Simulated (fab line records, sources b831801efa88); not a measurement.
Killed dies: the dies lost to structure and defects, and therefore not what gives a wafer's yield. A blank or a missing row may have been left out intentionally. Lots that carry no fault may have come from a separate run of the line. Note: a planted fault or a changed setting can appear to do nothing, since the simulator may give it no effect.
Which tool did it? / flow gf180mcu / Sampling: 13 lots, 39 wafers, 5 of 602 route steps

WHAT THE GAUGES READ, wafer by wafer
GF_HV_LDD_CD_MEAS_46: the cd target is 400 nm.
lot=L656; measured=day 12 09:59; on=cd_sem-01; cd_nm (nm)=397.2 398.7 396.0
lot=L657; measured=day 13 07:48; on=cd_sem-02; cd_nm (nm)=400.9 400.5 401.2
lot=L658; measured=day 13 09:49; on=cd_sem-02; cd_nm (nm)=397.2 396.3 398.5
lot=L659; measured=day 13 15:41; on=cd_sem-01; cd_nm (nm)=400.8 400.8 398.8
lot=L662; measured=day 14 04:28; on=cd_sem-01; cd_nm (nm)=401.3 402.2 401.4
lot=L663; measured=day 14 21:35; on=cd_sem-01; cd_nm (nm)=401.4 400.3 403.1
lot=L665; measured=day 15 03:47; on=cd_sem-02; cd_nm (nm)=395.1 395.9 395.2
lot=L666; measured=day 15 08:11; on=cd_sem-01; cd_nm (nm)=402.1 403.3 399.6
lot=L673; measured=day 17 19:12; on=cd_sem-02; cd_nm (nm)=- - -
lot=L676; measured=day 19 03:44; on=cd_sem-01; cd_nm (nm)=398.8 399.7 401.8
lot=L677; measured=day 19 15:43; on=cd_sem-02; cd_nm (nm)=400.6 401.1 401.6
lot=L678; measured=day 19 16:04; on=cd_sem-01; cd_nm (nm)=395.7 395.3 395.4
lot=L679; measured=day 19 23:47; on=cd_sem-01; cd_nm (nm)=398.7 400.0 399.3

GF_HV_LDD_TW_MEAS_50.
lot=L656; measured=day 12 10:23; on=film_metro-01; HV_LDD_4_TW=571 570 573
lot=L657; measured=day 13 08:13; on=film_metro-03; HV_LDD_4_TW=568 569 570
lot=L658; measured=day 13 10:13; on=film_metro-01; HV_LDD_4_TW=572 572 569
lot=L659; measured=day 13 16:05; on=film_metro-03; HV_LDD_4_TW=569 570 569
lot=L662; measured=day 14 04:52; on=film_metro-03; HV_LDD_4_TW=570 572 572
lot=L663; measured=day 14 21:59; on=film_metro-03; HV_LDD_4_TW=569 568 568
lot=L665; measured=day 15 04:12; on=film_metro-03; HV_LDD_4_TW=571 569 568
lot=L666; measured=day 15 08:34; on=film_metro-03; HV_LDD_4_TW=567 568 565
lot=L673; measured=day 17 19:36; on=film_metro-04; HV_LDD_4_TW=30 30 30
lot=L676; measured=day 19 04:08; on=film_metro-03; HV_LDD_4_TW=567 566 565
lot=L677; measured=day 19 16:06; on=film_metro-03; HV_LDD_4_TW=567 568 569
lot=L678; measured=day 19 16:28; on=film_metro-04; HV_LDD_4_TW=562 561 561
lot=L679; measured=day 20 00:11; on=film_metro-01; HV_LDD_4_TW=574 573 577

GF_M4_THK_MEAS_06: measures by xrf.
lot=L656; measured=day 22 10:34; on=film_metro-03; M4_ALCU_THK (nm)=465 465 457
lot=L657; measured=day 23 12:56; on=film_metro-02; M4_ALCU_THK (nm)=458 455 456
lot=L658; measured=day 23 15:52; on=film_metro-03; M4_ALCU_THK (nm)=457 449 448
lot=L659; measured=day 23 20:20; on=film_metro-02; M4_ALCU_THK (nm)=439 442 438
lot=L662; measured=day 24 10:22; on=film_metro-02; M4_ALCU_THK (nm)=450 456 453
lot=L663; measured=day 25 05:33; on=film_metro-01; M4_ALCU_THK (nm)=449 446 448
lot=L665; measured=day 25 10:52; on=film_metro-02; M4_ALCU_THK (nm)=448 450 447
lot=L666; measured=day 25 15:13; on=film_metro-01; M4_ALCU_THK (nm)=453 452 445
lot=L676; measured=day 29 00:26; on=film_metro-02; M4_ALCU_THK (nm)=433 443 438
lot=L677; measured=day 29 10:22; on=film_metro-02; M4_ALCU_THK (nm)=444 443 442
lot=L678; measured=day 29 11:20; on=film_metro-01; M4_ALCU_THK (nm)=450 453 458
lot=L679; measured=day 29 17:14; on=film_metro-02; M4_ALCU_THK (nm)=455 448 452

WHICH TOOL RAN EACH LOT (tool, then ch and the chambers of the sampled wafers, then the start)
lot=L656; GF_HV_LDD_EXPOSE_43=iline_stepper-02 ch 0, day 12 00:39; GF_M4_SPUTTER_03=pvd_sputter-01, day 22 10:23
lot=L657; GF_HV_LDD_EXPOSE_43=iline_stepper-02 ch 0, day 12 21:36; GF_M4_SPUTTER_03=pvd_sputter-01, day 23 12:46
lot=L658; GF_HV_LDD_EXPOSE_43=iline_stepper-02 ch 0, day 12 23:49; GF_M4_SPUTTER_03=pvd_sputter-03, day 23 15:41
lot=L659; GF_HV_LDD_EXPOSE_43=iline_stepper-02 ch 0, day 13 05:40; GF_M4_SPUTTER_03=pvd_sputter-04, day 23 20:10
lot=L662; GF_HV_LDD_EXPOSE_43=iline_stepper-02 ch 0, day 13 18:31; GF_M4_SPUTTER_03=pvd_sputter-03, day 24 10:11
lot=L663; GF_HV_LDD_EXPOSE_43=iline_stepper-01 ch 0, day 14 11:46; GF_M4_SPUTTER_03=pvd_sputter-04, day 25 05:12
lot=L665; GF_HV_LDD_EXPOSE_43=iline_stepper-01 ch 0, day 14 17:44; GF_M4_SPUTTER_03=pvd_sputter-04, day 25 10:41
lot=L666; GF_HV_LDD_EXPOSE_43=iline_stepper-01 ch 0, day 14 22:31; GF_M4_SPUTTER_03=pvd_sputter-04, day 25 15:01
lot=L673; GF_HV_LDD_EXPOSE_43=iline_stepper-02 ch 0, day 17 07:35; GF_M4_SPUTTER_03=-
lot=L676; GF_HV_LDD_EXPOSE_43=iline_stepper-02 ch 0, day 18 15:41; GF_M4_SPUTTER_03=pvd_sputter-04, day 29 00:15
lot=L677; GF_HV_LDD_EXPOSE_43=iline_stepper-01 ch 0, day 19 03:44; GF_M4_SPUTTER_03=pvd_sputter-04, day 29 10:10
lot=L678; GF_HV_LDD_EXPOSE_43=iline_stepper-01 ch 0, day 19 04:33; GF_M4_SPUTTER_03=pvd_sputter-01, day 29 11:09
lot=L679; GF_HV_LDD_EXPOSE_43=iline_stepper-01 ch 0, day 19 12:10; GF_M4_SPUTTER_03=pvd_sputter-03, day 29 17:03
- GF_HV_LDD_EXPOSE_43: exposes mask Pplus HV AREA, target cd 400 nm.
- GF_M4_SPUTTER_03: material Ti, target thk 10 nm, time 6.7 s.

WHAT THE TOOLS THEMSELVES READ (means of the sampled wafers that have a number; where no wafer has one, the mark that the record gives instead)
GF_M4_SPUTTER_03.
lot=L656; tool=pvd_sputter-01; throttle_valve_pct (%)=29.4
lot=L657; tool=pvd_sputter-01; throttle_valve_pct (%)=29.8
lot=L658; tool=pvd_sputter-03; throttle_valve_pct (%)=29.8
lot=L659; tool=pvd_sputter-04; throttle_valve_pct (%)=30.5
lot=L662; tool=pvd_sputter-03; throttle_valve_pct (%)=30.4
lot=L663; tool=pvd_sputter-04; throttle_valve_pct (%)=30.6
lot=L665; tool=pvd_sputter-04; throttle_valve_pct (%)=30.7
lot=L666; tool=pvd_sputter-04; throttle_valve_pct (%)=31.0
lot=L676; tool=pvd_sputter-04; throttle_valve_pct (%)=30.3
lot=L677; tool=pvd_sputter-04; throttle_valve_pct (%)=31.2
lot=L678; tool=pvd_sputter-01; throttle_valve_pct (%)=29.3
lot=L679; tool=pvd_sputter-03; throttle_valve_pct (%)=29.2

THE ANSWER, worked out from the rows above alone
Rule: usual is defined by the lots themselves. Put in order of their means at a reading, lots are off if they are a third of the lots or fewer, leave a main group of 4 or more, and stand apart from it by a gap of 3 or more times the standard deviation of the main group's means; of several such gaps the widest counts. The tables above print the reading to a certain number of digits; a main group whose means all agree to those digits is not used. Also off: a lot with no number at a reading for which 4 or more lots have one. Where the step has rows for the other lots, those lots are counted as sound. Order of review: gauges by route order, followed by the tools' own readings, for which a lot's mean as printed above is used. The first step at which some lot is off is used, and at that step the reading that is off furthest; a lot without a number counts as furthest.
Off at GF_HV_LDD_CD_MEAS_46 (cd_nm): L673. Without a number there: L673. The main group: mean 399.3 nm, standard deviation 2.3.
If a tool, at a process step before that reading, ran all the lots that are off and no sound lot after the first of them, it fits. Not tried: the gauges at GF_HV_LDD_CD_MEAS_46; whatever is off there is also off at GF_HV_LDD_TW_MEAS_50, on other tools, and gauge error can't account for it. None of those tried fits.

WHAT THE SIMULATOR HAD PUT IN
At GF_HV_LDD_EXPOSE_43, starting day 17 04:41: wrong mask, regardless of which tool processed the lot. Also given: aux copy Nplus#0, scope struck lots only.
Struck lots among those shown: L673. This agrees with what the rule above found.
